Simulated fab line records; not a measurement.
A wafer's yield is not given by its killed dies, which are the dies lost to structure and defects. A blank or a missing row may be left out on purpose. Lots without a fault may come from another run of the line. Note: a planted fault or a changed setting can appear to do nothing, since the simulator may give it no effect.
Which tool was responsible? -- flow sky130 -- Sampling: 12 lots, 36 wafers, 3 of 708 route steps

WHAT THE GAUGES SHOWED, per wafer
SKY_CAP2M_THK_MEAS_04: measures by xrf. Usual: CAP2M_TIN_THK gives 195.6 nm (standard deviation 2.6).
lot,measured,on,CAP2M_TIN_THK (nm),flag
L270,day 40 04:40,film-metro-01,195.1 199.3 199.1,
L271,day 40 16:40,film-metro-04,190.3 189.2 192.6,
L273,day 41 00:28,film-metro-01,200.2 199.8 198.5,
L277,day 41 23:15,film-metro-01,195.4 194.6 193.2,
L278,day 42 06:38,film-metro-04,193.4 197.3 193.9,
L280,day 42 18:41,film-metro-02,198.0 192.9 194.0,
L284,day 43 20:41,film-metro-01,194.7 196.1 194.6,
L285,day 44 06:38,film-metro-02,191.6 195.4 193.9,
L286,day 44 11:04,film-metro-01,196.3 192.4 195.9,
L290,day 45 15:20,film-metro-01,197.5 196.8 197.7,
L291,day 45 21:05,film-metro-04,196.3 197.5 197.4,
L292,day 46 03:31,film-metro-01,197.4 196.7 196.1,

TOOL THAT RAN EACH LOT (tool first, then ch and the chambers of the sampled wafers, then the start)
lot,SKY_METAL3_ETCH_17,SKY_VIA3_SPUTTER_20
L270,"rie-diel-03 ch 1,2,3, day 39 01:17","pvd-sputter-01, day 40 03:32"
L271,"rie-diel-01 ch 0,1, day 39 12:42","pvd-sputter-03, day 40 15:31"
L273,"rie-diel-03 ch 0,1,3, day 39 20:49","pvd-sputter-03, day 40 23:19"
L277,"rie-diel-02 ch 0,1,2, day 40 20:08","pvd-sputter-01, day 41 22:05"
L278,"rie-diel-01 ch 0,2,3, day 41 03:06","pvd-sputter-04, day 42 05:30"
L280,"rie-diel-01 ch 0,1, day 41 15:39","pvd-sputter-03, day 42 17:26"
L284,"rie-diel-03 ch 1,2, day 42 18:45","pvd-sputter-04, day 43 19:32"
L285,"rie-diel-03 ch 0,2,3, day 43 03:53","pvd-sputter-03, day 44 05:31"
L286,"rie-diel-01 ch 1,2,3, day 43 09:21","pvd-sputter-04, day 44 09:56"
L290,"rie-diel-03 ch 0,2, day 44 13:45","pvd-sputter-03, day 45 14:11"
L291,"rie-diel-01 ch 1,2,3, day 44 21:18","pvd-sputter-01, day 45 19:56"
L292,"rie-diel-02 ch 0,1, day 45 03:23","pvd-sputter-03, day 46 02:17"
- SKY_METAL3_ETCH_17: etches SiO2 in C4F8/O2/Ar, stops on TiN, time 3.9 s, target depth 15 nm.
- SKY_VIA3_SPUTTER_20: material TiN, target thk 20 nm, time 80 s.

WHAT THE TOOLS THEMSELVES READ (means of the sampled wafers that have a number; where no wafer has one, the mark that the record gives instead)
SKY_METAL3_ETCH_17. Usual: 0.753 a.u. for oes-product-au, sd 0.0069.
lot,tool,oes-product-au (a.u.),flag
L270,rie-diel-03,0.751,
L271,rie-diel-01,0.752,
L273,rie-diel-03,0.755,
L277,rie-diel-02,0.747,
L278,rie-diel-01,0.751,
L280,rie-diel-01,0.754,
L284,rie-diel-03,0.744,
L285,rie-diel-03,0.759,
L286,rie-diel-01,0.753,
L290,rie-diel-03,0.753,
L291,rie-diel-01,0.759,
L292,rie-diel-02,0.755,

SKY_VIA3_SPUTTER_20. Usual: 30.0 % for throttle-valve-pct, sd 1.1.
lot,tool,throttle-valve-pct (%),flag
L270,pvd-sputter-01,30.8,
L271,pvd-sputter-03,29.7,
L273,pvd-sputter-03,30.3,
L277,pvd-sputter-01,31.3,
L278,pvd-sputter-04,29.5,
L280,pvd-sputter-03,30.2,
L284,pvd-sputter-04,29.6,
L285,pvd-sputter-03,29.6,
L286,pvd-sputter-04,28.6,
L290,pvd-sputter-03,29.5,
L291,pvd-sputter-01,31.1,
L292,pvd-sputter-03,30.1,

THE ANSWER, worked out from the rows above alone
Rule: a lot counts as off when the mean over its wafers that have a number is more than 3 standard deviations away from the usual mean. A lot without any number at a reading at which 4 lots or more have one is off too. Any other lot the step has rows for is counted as sound. The gauges are gone through in route order, then the tools' own readings, and for those a lot's mean is taken as printed above. At the first step where some lot is off, the reading lying furthest off is the one used; lots without a number count as furthest.
No lot is off on any of the readings shown, so nothing can be concluded from this.

WHAT THE SIMULATOR PUT IN
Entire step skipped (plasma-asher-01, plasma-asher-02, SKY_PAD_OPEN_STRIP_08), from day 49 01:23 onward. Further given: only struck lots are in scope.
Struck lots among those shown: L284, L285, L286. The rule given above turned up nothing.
